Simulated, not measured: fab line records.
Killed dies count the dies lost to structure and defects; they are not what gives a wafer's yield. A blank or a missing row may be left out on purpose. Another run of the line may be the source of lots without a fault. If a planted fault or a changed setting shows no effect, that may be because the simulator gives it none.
The tool behind it: which one? | flow sky130 | 21 wafers from 7 lots sampled at 2 of the route's 708 steps

== WHAT EACH GAUGE READ, for each wafer ==
SKY_SD_N_CD_MEAS_07: the cd target is 380 nm.
lot  | measured     | on        | cd_nm (nm)
L707 | day 29 00:34 | cd_sem-01 | 379.9 376.9 379.3
L709 | day 29 13:14 | cd_sem-01 | 377.5 380.1 379.9
L710 | day 30 03:24 | cd_sem-02 | 375.2 376.1 378.2
L715 | day 31 13:13 | cd_sem-01 | 381.2 378.5 381.5
L717 | day 32 13:52 | cd_sem-01 | 377.1 375.7 380.9
L718 | day 32 22:57 | cd_sem-02 | 381.2 382.4 379.1
L729 | day 35 16:25 | cd_sem-01 | 376.5 381.2 453.0

== WHAT TOOL EACH LOT RAN ON (gives the tool, then ch and the chambers of the sampled wafers, and finally the start) ==
lot  | SKY_SD_N_COAT_02
L707 | litho_track-04 ch 0, day 28 10:01
L709 | litho_track-02 ch 0, day 28 23:05
L710 | litho_track-02 ch 0, day 29 13:32
L715 | litho_track-03 ch 0, day 30 23:05
L717 | litho_track-02 ch 0, day 31 23:52
L718 | litho_track-03 ch 0, day 32 08:44
L729 | litho_track-04 ch 0, day 35 03:22
- SKY_SD_N_COAT_02: resist thk 1140 nm.

== THE ANSWER, worked out from the rows above alone ==
Rule: the lots themselves supply what counts as usual. The widest of any qualifying gaps counts: lots, ordered by their means at a reading, are off when they make up no more than a third of the lots, leave a main group of 4 or more, and stand apart from it by 3 or more times the standard deviation of that group's means. If all means in a main group match to the digits the tables above print for the reading, that group is not used. Also off: a lot with no number at a reading for which 4 or more lots have one. Where the step has rows for the other lots, those lots are counted as sound.
Off, at SKY_SD_N_CD_MEAS_07 on cd_nm: L729. The main group has a mean of 378.9 nm with a standard deviation of 1.5.
If a tool, at a process step before that reading, ran all the lots that are off and no sound lot after the first of them, it fits. Those tools and the gauges at SKY_SD_N_CD_MEAS_07 are tried in the same way. This does not decide it: 2 tools fit, namely litho_track-04 at SKY_SD_N_COAT_02 and cd_sem-01 at SKY_SD_N_CD_MEAS_07.

== WHAT HAD BEEN PUT IN BY THE SIMULATOR ==
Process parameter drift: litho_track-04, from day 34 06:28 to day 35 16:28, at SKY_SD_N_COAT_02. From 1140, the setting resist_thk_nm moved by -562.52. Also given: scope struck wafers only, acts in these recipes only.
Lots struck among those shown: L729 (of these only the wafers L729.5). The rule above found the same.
